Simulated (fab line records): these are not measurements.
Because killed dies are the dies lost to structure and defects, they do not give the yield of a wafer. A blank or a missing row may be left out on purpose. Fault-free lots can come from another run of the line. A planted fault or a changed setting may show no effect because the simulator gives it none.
Struck lot and sound lot, side by side ; flow sky130 ; 34 out of 708 route steps
Sound: these wafers, L447.2, L447.3, L447.5. Struck: wafer L449.3. (L449.4, L449.5 of the same lot were not struck and are left out.) The cause comes at the end.
At each step with rows: each side's tool, then ch and its chambers, then its first start. Under that, the readings that differ: sound wafers ; struck wafers ; difference of the means ; sigmas: that difference in standard deviations of wafers without a fault.
alike: a reading whose means differ by less than 2 such deviations, as well as words and numbers matching on both sides. not compared: withheld readings; readings where some wafer has no value; bounds like >300 that might hide an equal value; numbers whose values overlap and for which the record gives no deviation.
A row with sigmas, a row that says differs or no value, or rows on one side alone: a step with any of these is where the two part. Numbers that don't overlap but have no deviation are shown without sigmas and don't part them. A reading missing from all wafers of one side parts the sides only when that side holds two or more wafers.

first, 5 steps without rows for these wafers: SKY_METAL5_SOFTBAKE_10 (time 60 s); SKY_METAL5_EXPOSE_11 (exposes mask MM5, target cd 1600 nm); SKY_METAL5_PEB_12; SKY_METAL5_DEVELOP_13 (develop time 60 s); SKY_METAL5_DESCUM_14 (chemistry O2, time 11 s).
SKY_METAL5_METAL_ETCH_15: etches the open film in Cl2/BCl3, stops on SiO2, target depth 1260 nm, time 252 s.
  sound on rieMetal-04 ch 0,1, day 44 16:50; struck on rieMetal-03 ch 1, day 45 11:54
reading;sound;struck;difference;sigmas
drypumpMotorCurrentA (A);5.8 5.8 5.8;4.8;-1.0;-2
  alike: oesProductAu, throttleValvePct
  not compared: rfHoursCounterH
SKY_METAL5_STRIP_16: strips in O2/N2.
  sound on plasmaAsher-01 ch 0,1, day 44 17:04; struck on plasmaAsher-03 ch 1, day 45 12:15
  alike: drypumpMotorCurrentA, oesProductAu, stripTimeToEndpointS
  not compared: rfHoursCounterH
then, 4 steps without rows for these wafers: SKY_METAL5_STRIP_17 (strips in post etch residue remover, time 1200 s); SKY_METAL5_CLEAN_18 (cleans in IPA, time 180 s); SKY_METAL5_CLEAN_19 (cleans in O3/DIW); SKY_PASSIVATION_CVD_00 (deposits SiO2, target thk 90 nm).
SKY_PASSIVATION_THK_MEAS_01:
  sound: filmMetro-01 at day 44 17:42; struck: filmMetro-02 at day 45 12:53
  alike: PASSIVATION_CVD_00_THK
SKY_PASSIVATION_CVD_02: deposits Si3N4, target thk 540 nm.
  sound on pecvd-02 ch 0,1,2, day 44 17:45; struck on pecvd-02 ch 0, day 45 12:56
reading;sound;struck;difference;sigmas
model.Si3N4_of_PASSIVATION_CVD_02.thkNm (nm);537.6 544.6 551.3;570.8;+26.3;
  alike: heaterPowerW
SKY_PASSIVATION_THK_MEAS_03:
  sound: filmMetro-01 at day 44 17:59; struck: filmMetro-02 at day 45 13:11
reading;sound;struck;difference;sigmas
PASSIVATION_CVD_02_THK (nm);538 545 551;571;+26;+4
then, 7 steps without rows for these wafers: SKY_PASSIVATION_DEHYDRATE_04 (time 60 s); SKY_PASSIVATION_HMDS_05 (prime time 60 s); SKY_PASSIVATION_COAT_06 (resist thk 3000 nm); SKY_PASSIVATION_SOFTBAKE_07; SKY_PASSIVATION_EXPOSE_08 (exposes mask NSM, target cd 3000 nm); SKY_PASSIVATION_PEB_09; SKY_PASSIVATION_DEVELOP_10 (develop time 60 s).
SKY_PASSIVATION_ETCH_11: etches the open film in CF4/O2, stops on AlCu, target depth 725 nm, time 161.1 s.
  sound on rieDiel-01 ch 2,3, day 45 14:35; struck on rieDiel-01 ch 1, day 46 09:54
  alike: drypumpMotorCurrentA, oesProductAu, throttleValvePct
  not compared: rfHoursCounterH
then, 8 steps without rows for these wafers: SKY_PASSIVATION_STRIP_12 (strips in O2/N2); SKY_PAD_OPEN_DEHYDRATE_00 (time 60 s); SKY_PAD_OPEN_HMDS_01 (prime time 60 s); SKY_PAD_OPEN_COAT_02 (resist thk 3000 nm); SKY_PAD_OPEN_SOFTBAKE_03; SKY_PAD_OPEN_EXPOSE_04 (exposes mask PDM, target cd 60000 nm); SKY_PAD_OPEN_PEB_05; SKY_PAD_OPEN_DEVELOP_06 (develop time 60 s).
SKY_PAD_OPEN_ETCH_07: etches the open film in CF4/O2, stops on AlCu, target depth 725 nm, time 161.1 s.
  sound on rieDiel-01 ch 0,3, day 46 10:47; struck on rieDiel-04 ch 2, day 47 06:09
  alike: drypumpMotorCurrentA, oesProductAu, throttleValvePct
  not compared: rfHoursCounterH
SKY_PAD_OPEN_STRIP_08: strips in O2/N2.
  sound on plasmaAsher-03 ch 0,1, day 46 10:54; struck on plasmaAsher-02 ch 1, day 47 06:17
  alike: drypumpMotorCurrentA, oesProductAu, stripTimeToEndpointS
  not compared: rfHoursCounterH
SKY_PAD_OPEN_STRIP_09: strips in post etch residue remover, time 1200 s.
  sound on wetBench-01 ch 0, day 46 11:00; struck on wetBench-04 ch 3, day 47 06:22
reading;sound;struck;difference;sigmas
model.Si3N4_of_PASSIVATION_CVD_02.thkNm (nm);537.2 544.2 551;570.4;+26.3;
then, 1 step without rows for these wafers: SKY_PAD_OPEN_CLEAN_10 (cleans in IPA, time 180 s).

== WHERE THEY PART ==
First at SKY_METAL5_METAL_ETCH_15; last, within this record, at SKY_PASSIVATION_THK_MEAS_03. Later steps at which nothing parts them and some readings are alike: SKY_PASSIVATION_ETCH_11, SKY_PAD_OPEN_ETCH_07, SKY_PAD_OPEN_STRIP_08.

WHY: the cause the simulator had injected
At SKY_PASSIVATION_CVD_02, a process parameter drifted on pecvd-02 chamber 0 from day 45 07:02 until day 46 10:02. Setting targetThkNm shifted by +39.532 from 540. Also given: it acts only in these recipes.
